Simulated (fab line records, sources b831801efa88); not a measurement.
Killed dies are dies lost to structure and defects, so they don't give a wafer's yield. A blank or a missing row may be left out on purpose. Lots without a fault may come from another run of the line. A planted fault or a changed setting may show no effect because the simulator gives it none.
Which tool did it? | flow gf180mcu | 13 lots, 38 wafers sampled, at 4 steps of a route of 602

WHAT THE GAUGES READ, wafer by wafer
GF_MVPSD_TW_MEAS_11. Usual: MVPSD_TW 553, standard deviation 3.5.
lot  | measured     | on            | MVPSD_TW    | flag
L762 | day 5 12:26  | film_metro-04 | 556 554 554 |
L763 | day 5 19:31  | film_metro-01 | 550 552 553 |
L764 | day 6 00:23  | film_metro-01 | 551 550 550 |
L765 | day 6 07:06  | film_metro-03 | 553 553 555 |
L766 | day 6 12:44  | film_metro-04 | 560 559 559 |
L768 | day 6 23:05  | film_metro-04 | 559 560 561 |
L769 | day 7 08:41  | film_metro-03 | 546 545 548 |
L770 | day 7 13:38  | film_metro-01 | 553 550 551 |
L772 | day 8 01:31  | film_metro-03 | 551 550 554 |
L779 | day 9 18:28  | film_metro-01 | 570 571     | OFF
L780 | day 10 01:38 | film_metro-04 | 566 568 570 | OFF
L782 | day 10 13:38 | film_metro-04 | 547 547 549 |
L783 | day 10 18:58 | film_metro-03 | 551 551 549 |

GF_VT_IMPLANT_RS_MEAS_49: measures by four-point-probe. Usual: MVPSD_RS 1169 ohm/sq, standard deviation 3.2.
lot  | measured     | on            | MVPSD_RS (ohm/sq) | flag
L762 | day 8 03:20  | film_metro-03 | 1166 1167 1166    |
L763 | day 8 11:35  | film_metro-04 | 1168 1169 1167    |
L764 | day 8 16:31  | film_metro-03 | 1166 1167 1167    |
L765 | day 9 00:02  | film_metro-01 | 1168 1166 1168    |
L766 | day 9 07:04  | film_metro-01 | 1162 1161 1162    |
L768 | day 9 17:53  | film_metro-01 | 1167 1165 1167    |
L769 | day 10 04:55 | film_metro-01 | 1168 1170 1169    |
L770 | day 10 10:11 | film_metro-03 | 1167 1171 1170    |
L772 | day 10 23:33 | film_metro-04 | 1170 1171 1170    |
L779 | day 12 21:49 | film_metro-03 | 1099 1100         | OFF
L780 | day 13 05:38 | film_metro-01 | 1104 1103 1100    | OFF
L782 | day 13 18:58 | film_metro-04 | 1173 1174 1176    |
L783 | day 13 23:32 | film_metro-04 | 1171 1170 1172    |

GF_V4_THK_MEAS_03. Usual: V4_CVD_02_THK 850 nm, standard deviation 11.
lot  | measured     | on            | V4_CVD_02_THK (nm) | flag
L762 | day 24 06:13 | film_metro-01 | 836 861 869        |
L763 | day 24 13:13 | film_metro-03 | 843 866 851        |
L764 | day 24 19:03 | film_metro-01 | 854 852 870        |
L765 | day 25 07:37 | film_metro-01 | 837 847 845        |
L766 | day 25 14:37 | film_metro-04 | 850 857 867        |
L768 | day 26 07:31 | film_metro-01 | 847 850 861        |
L769 | day 26 18:25 | film_metro-04 | 843 850 865        |
L770 | day 27 00:07 | film_metro-03 | 843 860 874        |
L772 | day 27 13:10 | film_metro-01 | 844 845 848        |
L779 | day 29 14:49 | film_metro-03 | 840 854            |
L780 | day 29 21:54 | film_metro-01 | 846 842 850        |
L782 | day 30 11:50 | film_metro-01 | 851 873 865        |
L783 | day 30 11:40 | film_metro-01 | 836 841 855        |

WHICH TOOL RAN EACH LOT (tool, then ch and the chambers of the sampled wafers, then the start)
lot  | GF_MVPSD_IMPLANT_08
L762 | implanter-04 ch 0, day 5 12:03
L763 | implanter-04 ch 0, day 5 19:07
L764 | implanter-03 ch 0, day 5 23:59
L765 | implanter-03 ch 0, day 6 06:44
L766 | implanter-04 ch 0, day 6 12:22
L768 | implanter-04 ch 0, day 6 22:41
L769 | implanter-03 ch 0, day 7 08:18
L770 | implanter-04 ch 0, day 7 13:16
L772 | implanter-04 ch 0, day 8 01:07
L779 | implanter-04 ch 0, day 9 18:07
L780 | implanter-04 ch 0, day 10 01:14
L782 | implanter-01 ch 0, day 10 13:15
L783 | implanter-03 ch 0, day 10 18:34
- GF_MVPSD_IMPLANT_08

WHAT THE TOOLS THEMSELVES READ (means of the sampled wafers that have a number; where no wafer has one, the mark that the record gives instead)
GF_MVPSD_IMPLANT_08. Usual: beam_on_s 10.01 s, standard deviation 0.22; faraday_current_uA 84.5, standard deviation 1.8.
lot  | tool         | beam_on_s (s) | faraday_current_uA | flag
L762 | implanter-04 | 9.95          | 84.9               |
L763 | implanter-04 | 10.21         | 82.9               |
L764 | implanter-03 | 9.94          | 84.9               |
L765 | implanter-03 | 10.12         | 83.9               |
L766 | implanter-04 | 10.08         | 83.9               |
L768 | implanter-04 | 10.02         | 84.3               |
L769 | implanter-03 | 9.88          | 85.5               |
L770 | implanter-04 | 10.10         | 83.5               |
L772 | implanter-04 | 10.08         | 83.8               |
L779 | implanter-04 | 11.28         | 74.8               | OFF
L780 | implanter-04 | 11.26         | 75.3               | OFF
L782 | implanter-01 | 10.04         | 84.1               |
L783 | implanter-03 | 10.15         | 83.4               |

THE ANSWER, worked out from the rows above alone
Rule: a lot is off if the mean of its wafers that have a number lies more than 3 standard deviations from the usual mean. A lot without any number at a reading at which 4 lots or more have one is off too. The other lots that the step has rows for count as sound. The gauges are gone through in route order, then the tools' own readings, and for those a lot's mean is taken as printed above. The first step at which some lot is off is used, and at that step the reading that is off furthest; a lot without a number counts as furthest.
Off: L779, L780, at GF_MVPSD_TW_MEAS_11 (MVPSD_TW).
A tool fits if, at a process step before that reading, it ran every lot that is off, and no sound lot after the first of them. The gauges at GF_MVPSD_TW_MEAS_11 aren't tried: what is off there is off at GF_MVPSD_IMPLANT_08 too, on other tools, and a gauge's error can't cause that. One fits: implanter-04 at GF_MVPSD_IMPLANT_08. Its last sound lot is L772 (day 8 01:07), its first lot that is off L779 (day 9 18:07): a fault that began between those two fits.
The tool's own readings at GF_MVPSD_IMPLANT_08 bear it out: on the lots that are off they differ by more than 5 times the standard deviation of the sound lots' means. beam_on_s reads 11.27 s there against 10.05 s on the sound lots; faraday_current_uA reads 75.0 there against 84.1 on the sound lots.

WHAT THE SIMULATOR HAD PUT IN
Process parameter drift: implanter-04, from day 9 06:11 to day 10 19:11, at GF_MVPSD_IMPLANT_08. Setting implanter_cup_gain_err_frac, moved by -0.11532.
Lots struck among those shown: L779, L780. The rule above found the same.
